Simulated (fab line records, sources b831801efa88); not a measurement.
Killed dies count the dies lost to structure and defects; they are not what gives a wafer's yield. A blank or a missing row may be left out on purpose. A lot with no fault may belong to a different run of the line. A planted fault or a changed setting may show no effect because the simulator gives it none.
fab line records    flow sky130    part 1 of 2: steps 1 to 31 of 32
record lots=6  wafers=18  lastDay=49
route steps=708 shown FIELD_ISO@1 PAD_OPEN@708
lots untouched by any fault: they come from a run of this same line in which no faults occurred
startH: start of the lot's first displayed wafer, in hours after the record's first day    waitH: hours since the lot's step before    " identical to the entry in the row above    L1.1+2: a row that stands for several wafers    - no value, or no start was given    * or withheld: withheld    < > ~ a bound
route shown NAME@n: a module of which the file shows steps, and the number in the route of the first    usual: mean/standard deviation taken from wafers without a fault    same: alike in all rows    chamber/n: place in a boat    sites: per-site readings    _std_site: the standard deviation of these    _edge_site: the outer-site mean with the inner-site mean subtracted    radiusMm: how far each site lies from the wafer's centre    mask NAME#n: copy n    behind: the most recent tool/chamber to have shaped the wafer    hold: what put the lot on hold/how long, in hours/how the hold closed    device: which transistor (n, p or np) failed to switch    end of line: tests of these same wafers at the route's end    where a step has no rows: the recipe by itself    killed: count of dies lost to structure and defects at first sort (not the wafer's yield)    map: dies across one wafer; x = killed, . = not, _ = none there
set.NAME: the setting as run; set.NAME@STEP: as run at that earlier step    model.NAME: the simulator's own value behind a step, which no gauge read
a table for each step, a row for each wafer; lots at some steps of the route
services: when a tool's chamber went out of use (startH, in hours from the record's first day, below 0 if earlier), for how many hours, and the reason
## steps
# step SKY_FIELD_ISO_BOW_MEAS_00
# recipe mode=bow
# usual INCOMING_BOW=-1/5.8
lot.wafer  tool          chamber  startH  waitH  INCOMING_BOW[um]
L551.1     filmMetro-01  -        10.00   -      7
L551.2     "             -        "       "      0
L551.5     "             -        "       "      3
L554.2     filmMetro-01  -        25.02   -      -1
L554.3     "             -        "       "      2
L554.5     "             -        "       "      -7
L555.2     filmMetro-02  -        30.02   -      -6
L555.5     "             -        "       "      -6
L555.6     "             -        "       "      0
L556.2     filmMetro-01  -        35.02   -      8
L556.3     "             -        "       "      -8
L556.4     "             -        "       "      -8
L559.1     filmMetro-02  -        50.00   -      12
L559.2     "             -        "       "      -4
L559.5     "             -        "       "      -11
L568.3     filmMetro-03  -        95.04   -      -7
L568.5     "             -        "       "      -5
L568.6     "             -        "       "      4
# step SKY_FIELD_ISO_OXIDATION_01
# recipe tempC=900  ambient=O2  stabiliseS=600  purgeS=300  targetThkA=120  oxTimeS=1843
# usual oxTempCMax=903.6/0.65  zonePowerBottomPct=29/3.2  zonePowerCentrePct=21.5/2.8
# same purgeS=300
lot.wafer  tool        chamber  startH  waitH  oxTempCMax  zonePowerBottomPct  zonePowerCentrePct
L551.1     furnace-02  0        10.49   0.5    903.2       26                  24.7
L551.2     "           0        "       "      903.9       25                  24.4
L551.5     "           0        "       "      902.1       26                  24.8
L554.2     furnace-01  0        25.62   0.6    903.9       32                  18.6
L554.3     "           0        "       "      903.8       32                  18.9
L554.5     "           0        "       "      903.8       32                  19.0
L555.2     furnace-01  0        31.05   1.0    904.0       32                  18.8
L555.5     "           0        "       "      904.9       32                  18.9
L555.6     "           0        "       "      904.0       31                  18.6
L556.2     furnace-01  0        36.57   1.5    903.1       32                  18.9
L556.3     "           0        "       "      903.7       32                  18.6
L556.4     "           0        "       "      904.3       32                  18.8
L556.2     furnace-01  0        39.34   1.2    903.8       32                  19.1
L556.3     "           0        "       "      903.9       32                  19.2
L556.4     "           0        "       "      903.8       32                  18.8
L559.1     furnace-01  0        50.12   0.1    904.4       32                  19.0
L559.2     "           0        "       "      904.3       32                  19.3
L559.5     "           0        "       "      903.0       32                  19.4
L559.1     furnace-02  0        51.80   0.2    902.3       25                  24.5
L559.2     "           0        "       "      903.8       26                  24.8
L559.5     "           0        "       "      902.6       25                  24.3
L568.3     furnace-02  0        95.74   0.7    903.3       26                  24.4
L568.5     "           0        "       "      902.9       25                  24.9
L568.6     "           0        "       "      904.6       25                  24.5
# step SKY_FIELD_ISO_THK_MEAS_02
# recipe reads=SiO2_of_FIELD_ISO_OXIDATION_01
# usual FIELD_ISO_OXIDATION_00_THK=12.06/0.2
lot.wafer  tool          chamber  startH  waitH  FIELD_ISO_OXIDATION_00_THK[nm]
L551.1     filmMetro-01  -        12.00   0.0    11.92
L551.2     "             -        "       "      12.03
L551.5     "             -        "       "      12.09
L554.2     filmMetro-03  -        27.14   0.0    12.03
L554.3     "             -        "       "      12.05
L554.5     "             -        "       "      11.78
L555.2     filmMetro-01  -        32.57   0.0    12.03
L555.5     "             -        "       "      11.80
L555.6     "             -        "       "      12.06
L556.2     filmMetro-01  -        40.86   0.0    19.58
L556.3     "             -        "       "      19.68
L556.4     "             -        "       "      19.74
L559.1     filmMetro-01  -        53.31   0.0    18.99
L559.2     "             -        "       "      19.20
L559.5     "             -        "       "      18.97
L568.3     filmMetro-03  -        97.27   0.0    12.16
L568.5     "             -        "       "      12.13
L568.6     "             -        "       "      12.20
# step SKY_FIELD_ISO_CVD_03
# recipe material=Si3N4  precursor=DCS/NH3  targetThkNm=165  tempC=770  timeS=2830  pressureMtorr=250
# step SKY_FIELD_ISO_THK_MEAS_04
# recipe reads=Si3N4_of_FIELD_ISO_CVD_03
# usual FIELD_ISO_CVD_03_THK=165.0/1.6
lot.wafer  tool          chamber  startH  waitH  FIELD_ISO_CVD_03_THK[nm]
L551.1     filmMetro-01  -        14.65   0.0    167.3
L551.2     "             -        "       "      165.7
L551.5     "             -        "       "      166.6
L554.2     filmMetro-02  -        28.98   0.0    163.8
L554.3     "             -        "       "      163.8
L554.5     "             -        "       "      164.6
L555.2     filmMetro-02  -        34.42   0.0    166.1
L555.5     "             -        "       "      166.1
L555.6     "             -        "       "      167.4
L556.2     filmMetro-01  -        42.70   0.0    164.9
L556.3     "             -        "       "      163.8
L556.4     "             -        "       "      164.5
L559.1     filmMetro-01  -        55.16   0.0    167.5
L559.2     "             -        "       "      165.2
L559.5     "             -        "       "      164.7
L568.3     filmMetro-02  -        104.15  0.0    163.6
L568.5     "             -        "       "      165.2
L568.6     "             -        "       "      164.0
# step SKY_FIELD_ISO_DEHYDRATE_05
# recipe tempC=200  timeS=60
# step SKY_FIELD_ISO_HMDS_06
# recipe primeTimeS=60  primeTempC=120
# step SKY_FIELD_ISO_COAT_07
# recipe resist=BARC  tempC=withheld  timeS=withheld  spinRpm=3000  resistThkNm=60
# step SKY_FIELD_ISO_COAT_08
# recipe resist=KrF-thick  spinRpm=3000  resistThkNm=450
# step SKY_FIELD_ISO_SOFTBAKE_09
# recipe tempC=100  timeS=90  resist=KrF-thick
# step SKY_FIELD_ISO_EXPOSE_10
# recipe maskId=FOM  na=0.68  sourceShape=annular  sigmaInner=0.4  sigmaOuter=0.8  targetCdNm=150  doseMj=28
# step SKY_FIELD_ISO_PEB_11
# recipe pebTempC=withheld  pebTimeS=withheld  resist=KrF-thick
# step SKY_FIELD_ISO_DEVELOP_12
# recipe developTimeS=60  resist=KrF-thick  devTempC=21
# step SKY_FIELD_ISO_CD_MEAS_13
# recipe targetCdNm=150
# usual cdNm=149.9/2
lot.wafer  tool      chamber  startH  waitH  cdNm
L551.1     cdSem-01  -        29.00   -      151.3
L551.2     "         -        "       "      150.7
L551.5     "         -        "       "      151.1
L554.2     cdSem-01  -        43.80   -      151.7
L554.3     "         -        "       "      152.0
L554.5     "         -        "       "      152.0
L555.2     cdSem-01  -        49.62   -      148.2
L555.5     "         -        "       "      147.6
L555.6     "         -        "       "      147.9
L556.2     cdSem-01  -        57.15   -      150.5
L556.3     "         -        "       "      148.8
L556.4     "         -        "       "      150.1
L559.1     cdSem-01  -        69.39   -      151.1
L559.2     "         -        "       "      152.0
L559.5     "         -        "       "      152.8
L568.3     cdSem-01  -        122.23  -      151.4
L568.5     "         -        "       "      150.7
L568.6     "         -        "       "      151.4
# step SKY_FIELD_ISO_ETCH_14
# recipe chemistry=N2/H2  target=BARC  ionEnergyEv=200  sourceW=500  biasW=100  pressureMtorr=30  n2FlowSccm=100  h2FlowSccm=200  stopOn=SiO2  timeS=45.9  targetDepthA=600
# usual drypumpMotorCurrentA=5.7/0.35  oesProductAu=0.855/0.0047  rfFwdPowerW=494.1/2.1  throttleValvePct=13.224/0.0084
lot.wafer  tool        chamber  startH  waitH  drypumpMotorCurrentA  oesProductAu  rfFwdPowerW  rfHoursCounterH  throttleValvePct
L551.1     rieDiel-04  0        29.12   0.1    5.4                   0.851         494.5        59               13.239
L551.2     "           1        "       "      5.3                   0.853         493.5        22               13.239
L551.5     "           3        "       "      5.6                   0.847         495.0        -                13.228
L554.2     rieDiel-03  1        43.90   0.1    5.7                   0.859         495.5        1                13.226
L554.3     "           0        "       "      6.0                   0.856         494.7        130              13.226
L554.5     "           0        "       "      6.0                   0.848         494.6        -                13.221
L555.2     rieDiel-03  3        49.72   0.1    5.7                   0.850         495.4        73               13.216
L555.5     "           2        "       "      5.3                   0.846         494.9        -                13.224
L555.6     "           3        "       "      5.7                   0.846         494.6        -                13.223
L556.2     rieDiel-03  3        57.25   0.1    5.7                   0.860         493.3        73               13.212
L556.3     "           1        "       "      5.7                   0.863         493.2        1                13.216
L556.4     "           0        "       "      5.9                   0.857         492.5        131              13.223
L559.1     rieDiel-04  2        69.51   0.1    5.1                   0.856         488.1        87               13.217
L559.2     "           1        "       "      5.3                   0.861         495.4        23               13.210
L559.5     "           2        "       "      5.1                   0.854         490.1        -                13.232
L568.3     rieDiel-02  0        122.31  0.1    6.0                   0.851         492.9        63               13.219
L568.5     "           0        "       "      6.1                   0.851         491.1        -                13.225
L568.6     "           1        "       "      6.1                   0.856         495.3        -                13.226
# step SKY_FIELD_ISO_ETCH_15
# recipe chemistry=CHF3/O2  targetDepthNm=180  stopOn=Si  sourceW=600  biasW=200  pressureMtorr=40  chf3FlowSccm=50  O2_flow_sccm=5  timeS=72
# usual drypumpMotorCurrentA=5.7/0.35  oesProductAu=0.946/0.0071  rfFwdPowerW=594.5/2.4  throttleValvePct=8.844/0.0091
lot.wafer  tool        chamber  startH  waitH  drypumpMotorCurrentA  oesProductAu  rfFwdPowerW  rfHoursCounterH  throttleValvePct
L551.1     rieDiel-04  0        29.17   0.0    5.4                   0.949         596.1        59               8.850
L551.2     "           1        "       "      5.3                   0.947         591.9        22               8.847
L551.5     "           3        "       "      5.6                   0.953         597.2        -                8.847
L554.2     rieDiel-03  1        43.94   0.0    5.7                   0.943         594.6        1                8.844
L554.3     "           0        "       "      6.0                   0.944         594.7        131              8.842
L554.5     "           0        "       "      6.0                   0.945         597.0        -                8.848
L555.2     rieDiel-03  3        49.77   0.0    5.7                   0.952         593.6        73               8.850
L555.5     "           2        "       "      5.3                   0.947         597.3        -                8.856
L555.6     "           3        "       "      5.7                   0.948         594.3        -                8.833
L556.2     rieDiel-03  3        57.29   0.0    5.7                   0.945         593.7        73               8.831
L556.3     "           1        "       "      5.7                   0.939         592.3        1                8.849
L556.4     "           0        "       "      6.0                   0.943         596.2        131              8.828
L559.1     rieDiel-04  2        69.55   0.0    5.1                   0.954         593.6        87               8.844
L559.2     "           1        "       "      5.3                   0.950         595.1        23               8.840
L559.5     "           2        "       "      5.1                   0.948         590.5        -                8.852
L568.3     rieDiel-02  0        122.35  0.0    6.0                   0.937         592.5        63               8.842
L568.5     "           0        "       "      6.0                   0.942         590.5        -                8.843
L568.6     "           1        "       "      6.1                   0.947         594.2        -                8.849
# step SKY_FIELD_ISO_STRIP_16
# recipe chemistry=O2/N2  powerW=1400  pressureMtorr=1500  platenTempC=withheld  o2FlowSccm=3000  n2FlowSccm=300  overashFraction=0.5
# usual drypumpMotorCurrentA=6.0/0.45  o2FlowSccm=3000/8.7  oesProductAu=0.378/0.0049  stripTimeToEndpointS=3.56/0.031
lot.wafer  tool            chamber  startH  waitH  drypumpMotorCurrentA  o2FlowSccm  oesProductAu  rfHoursCounterH  stripTimeToEndpointS
L551.1     plasmaAsher-02  0        29.22   0.0    5.4                   3005        0.374         26               3.54
L551.2     "               1        "       "      6.3                   3003        0.373         26               3.52
L551.5     "               0        "       "      5.4                   2994        0.375         -                3.52
L554.2     plasmaAsher-04  1        44.00   0.0    6.4                   2999        0.380         38               3.58
L554.3     "               1        "       "      6.4                   3003        0.367         -                3.53
L554.5     "               1        "       "      6.4                   3007        0.371         -                3.54
L555.2     plasmaAsher-02  0        49.82   0.0    5.4                   2995        0.379         28               3.55
L555.5     "               0        "       "      5.4                   3004        0.378         -                3.52
L555.6     "               1        "       "      6.2                   2991        0.388         -                3.55
L556.2     plasmaAsher-04  1        57.35   0.0    6.4                   2997        0.374         39               3.58
L556.3     "               1        "       "      6.4                   2994        0.383         -                3.55
L556.4     "               0        "       "      5.9                   2997        0.379         -                3.56
L559.1     plasmaAsher-02  0        69.61   0.0    5.4                   2990        0.374         30               3.58
L559.2     "               1        "       "      6.2                   2997        0.375         30               3.57
L559.5     "               0        "       "      5.4                   3001        0.379         -                3.54
L568.3     plasmaAsher-01  1        122.44  0.1    5.7                   3012        0.376         -                3.54
L568.5     "               1        "       "      5.7                   2997        0.380         -                3.53
L568.6     "               0        "       "      6.7                   2997        0.379         -                3.60
# step SKY_FIELD_ISO_ETCH_17
# recipe targetDepthA=3420  maskMaterial=Si3N4  chemistry=HBr/Cl2/O2  target=Si  taperDeg=5  icpW=600  biasW=150  pressureMtorr=15  HBr_flow_sccm=150  Cl2_flow_sccm=40  O2_flow_sccm=6  timeS=97.7
# usual drypumpMotorCurrentA=5.8/0.62  oesProductAu=0.998/0.0075  rfFwdPowerW=595.7/1.8  throttleValvePct=25.657/0.009
lot.wafer  tool      chamber  startH  waitH  drypumpMotorCurrentA  oesProductAu  rfFwdPowerW  rfHoursCounterH  throttleValvePct
L551.1     rieSi-02  3        29.32   0.1    5.6                   0.995         594.2        70               25.659
L551.2     "         0        "       "      6.6                   0.984         598.6        120              25.661
L551.5     "         0        "       "      6.6                   0.994         597.2        -                25.655
L554.2     rieSi-01  2        44.10   0.1    4.9                   0.996         594.6        9                25.656
L554.3     "         0        "       "      5.9                   1.005         594.0        72               25.645
L554.5     "         1        "       "      6.5                   0.992         599.2        -                25.647
L555.2     rieSi-02  2        49.92   0.1    4.8                   1.009         600.1        5                25.652
L555.5     "         3        "       "      5.5                   0.996         594.6        -                25.657
L555.6     "         0        "       "      6.6                   0.994         595.7        -                25.655
L556.2     rieSi-02  0        57.45   0.1    6.5                   0.995         595.2        120              25.647
L556.3     "         1        "       "      5.9                   0.998         594.7        20               25.660
L556.4     "         3        "       "      5.6                   0.992         596.4        70               25.666
L559.1     rieSi-01  3        69.71   0.1    6.1                   0.985         593.3        1                25.666
L559.2     "         0        "       "      6.0                   1.001         594.5        72               25.651
L559.5     "         2        "       "      4.9                   1.000         593.3        -                25.657
L568.3     rieSi-01  3        122.51  0.0    6.1                   0.985         598.8        1                25.671
L568.5     "         1        "       "      6.6                   0.991         596.9        -                25.665
L568.6     "         2        "       "      4.9                   0.996         595.3        -                25.658
# step SKY_FIELD_ISO_WET_ETCH_18
# recipe chemistry=H3PO4  targetDepthNm=25  tempC=160  target=Si3N4  timeS=286
# step SKY_FIELD_ISO_CLEAN_19
# recipe chemistry=SC1/SC2  mix=1:4:20  tempC=70  timeS=150
# step SKY_FIELD_ISO_CLEAN_20
# recipe chemistry=dHF  timeS=20  dilution=100:1
# step SKY_FIELD_ISO_WET_ETCH_21
# recipe chemistry=dHF  dilution=100:1  targetDepthNm=20  dry=ipaMarangoni  target=SiO2  tempC=25  timeS=400
# step SKY_FIELD_ISO_OXIDATION_22
# recipe tempC=950  ambient=O2  stabiliseS=600  purgeS=300  targetThkA=100  oxTimeS=623
# step SKY_FIELD_ISO_THK_MEAS_23
# recipe reads=SiO2_of_FIELD_ISO_OXIDATION_22
# usual FIELD_ISO_OXIDATION_01_THK=10.03/0.21
lot.wafer  tool          chamber  startH  waitH  FIELD_ISO_OXIDATION_01_THK[nm]
L551.1     filmMetro-03  -        31.05   0.0    10.08
L551.2     "             -        "       "      10.06
L551.5     "             -        "       "      10.27
L554.2     filmMetro-01  -        46.67   0.0    9.87
L554.3     "             -        "       "      10.05
L554.5     "             -        "       "      9.99
L555.2     filmMetro-01  -        52.81   0.0    10.45
L555.5     "             -        "       "      10.34
L555.6     "             -        "       "      10.48
L556.2     filmMetro-02  -        60.74   0.0    10.17
L556.3     "             -        "       "      10.44
L556.4     "             -        "       "      10.13
L559.1     filmMetro-03  -        71.23   0.0    10.15
L559.2     "             -        "       "      9.89
L559.5     "             -        "       "      10.10
L568.3     filmMetro-03  -        124.06  0.0    9.98
L568.5     "             -        "       "      9.82
L568.6     "             -        "       "      10.11
# step SKY_FIELD_ISO_CVD_24
# recipe material=SiO2  targetThkNm=595  tempC=650  sigmaOpenFrac=0.3  timeS=99.2  sih4FlowSccm=60  pressureMtorr=6
# step SKY_FIELD_ISO_THK_MEAS_25
# recipe reads=SiO2_of_FIELD_ISO_CVD_24
# usual FIELD_ISO_CVD_24_THK=592/6.5
lot.wafer  tool          chamber  startH  waitH  FIELD_ISO_CVD_24_THK[nm]
L551.1     filmMetro-02  -        31.18   0.0    589
L551.2     "             -        "       "      592
L551.5     "             -        "       "      586
L554.2     filmMetro-02  -        46.80   0.0    600
L554.3     "             -        "       "      597
L554.5     "             -        "       "      589
L555.2     filmMetro-02  -        52.95   0.0    595
L555.5     "             -        "       "      595
L555.6     "             -        "       "      598
L556.2     filmMetro-01  -        60.87   0.0    585
L556.3     "             -        "       "      588
L556.4     "             -        "       "      583
L559.1     filmMetro-03  -        71.36   0.0    585
L559.2     "             -        "       "      598
L559.5     "             -        "       "      599
L568.3     filmMetro-02  -        124.20  0.1    596
L568.5     "             -        "       "      596
L568.6     "             -        "       "      603
# step SKY_FIELD_ISO_ANNEAL_26
# recipe tempC=1000  timeS=1800  ambient=N2
# step SKY_FIELD_ISO_CMP_27
# recipe stopOn=Si3N4  tOverpolishS=16  downForcePsi=4  platenRpm=60  targetThkNm=457.8  padVelocityMS=0.94248
# usual motorCurrentA=11.3/1.6  overpolishRunS=16.000/0.009  platenRpm=60.00/0.04  timeToEndpointS=110/3.9
lot.wafer  tool    chamber  startH  waitH  motorCurrentA  overpolishRunS  platenRpm  timeToEndpointS
L551.1     cmp-02  3        33.97   0.0    11.0           16.008          59.96      113
L551.2     "       2        "       "      14.1           16.004          60.05      110
L551.5     "       3        "       "      11.2           16.014          59.97      110
L554.2     cmp-02  2        49.34   0.0    14.1           15.986          60.02      115
L554.3     "       1        "       "      11.2           15.986          60.01      117
L554.5     "       3        "       "      11.3           15.981          60.02      111
L555.2     cmp-02  1        54.55   0.1    11.9           16.006          60.07      110
L555.6     "       0        "       "      8.9            15.989          59.98      113
L555.5     "       1        "       "      11.9           16.001          60.02      111
L556.3     cmp-01  1        63.11   0.1    11.8           15.994          60.03      110
L556.2     "       2        "       "      13.4           16.012          60.00      111
L556.4     "       3        "       "      10.2           16.016          59.91      109
L559.1     cmp-02  3        73.98   0.1    11.0           15.996          59.97      112
L559.2     "       0        "       "      9.0            15.997          60.01      113
L559.5     "       1        "       "      11.9           15.994          60.06      115
L568.3     cmp-01  1        126.99  0.1    12.0           15.991          60.07      107
L568.5     "       3        "       "      10.8           15.995          60.04      112
L568.6     "       0        "       "      9.4            15.995          60.02      111
# step SKY_FIELD_ISO_WET_ETCH_28
# recipe chemistry=dHF  targetDepthNm=23.7  target=SiO2  dilution=10:1  tempC=25  timeS=47
# step SKY_FIELD_ISO_WET_ETCH_29
# recipe chemistry=H3PO4  targetDepthNm=160  target=Si3N4  tempC=160  timeS=1825
# usual bathGuardTempC=159.9/0.39  bathHeatDutyPct=28.2/2.5
lot.wafer  tool         chamber  startH  waitH  bathGuardTempC  bathHeatDutyPct  model.SiO2_of_FIELD_ISO_OXIDATION_01.thkNm
L551.1     wetBench-03  3        34.29   0.0    160.4           28.9             11.62
L551.2     "            3        "       "      160.3           30.4             11.71
L551.5     "            3        "       "      160.4           27.6             11.67
L554.2     wetBench-03  3        49.67   0.0    160.4           31.4             11.7
L554.3     "            3        "       "      160.4           29.6             11.73
L554.5     "            3        "       "      160.6           29.4             11.52
L555.2     wetBench-03  2        54.82   0.0    160.2           29.6             11.67
L555.5     "            2        "       "      159.8           29.3             11.52
L555.6     "            2        "       "      160.2           30.0             11.74
L556.2     wetBench-02  2        63.39   0.0    159.6           25.6             19.29
L556.3     "            2        "       "      159.8           29.0             19.38
L556.4     "            2        "       "      159.6           26.2             19.42
L559.1     wetBench-04  1        74.21   0.0    159.7           30.5             18.62
L559.2     "            1        "       "      159.7           30.8             18.92
L559.5     "            1        "       "      159.8           29.6             18.63
L568.3     wetBench-02  0        127.21  0.0    160.3           33.1             11.85
L568.5     "            0        "       "      160.2           32.7             11.78
L568.6     "            0        "       "      160.2           30.7             11.88
# step SKY_FIELD_ISO_WET_ETCH_30
# recipe chemistry=dHF  targetDepthNm=25  target=SiO2  dilution=10:1  tempC=25  timeS=50
## key
firstSign step=SKY_FIELD_ISO_OXIDATION_01  reading=visit  direction=added
effect step=SKY_FIELD_ISO_THK_MEAS_02  reading=FIELD_ISO_OXIDATION_00_THK  direction=up  sigmas=37  usual=12.06  struck=19.36
modelEffect step=SKY_FIELD_ISO_WET_ETCH_29  value=SiO2_of_FIELD_ISO_OXIDATION_01.thkNm  without=11.92  struck=19.04
modelEffect step=SKY_PAD_OPEN_PROBE_99  value=etest.pfet_16v.rOnOhmUm  without=1.541e+04  struck=1.582e+04
metAt SKY_FIELD_ISO_OXIDATION_01
struckWafers L556.2,L556.3,L556.4,L559.1,L559.2,L559.5
testerLeftOut L556,L559
fault kind=repeatedStepWhole  tool=furnace-01,furnace-02  chamber=-  onsetH=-  steps=SKY_FIELD_ISO_OXIDATION_01  times=1  scope=struckLotsOnly
# testerLeftOut: of these lots the tester's yield and bins aren't shown, on N5 and GAA mostly nor the transistor test; their killed dies are dies lost to structure and defects alone, not to doping, threshold or leakage, so they don't give the yield
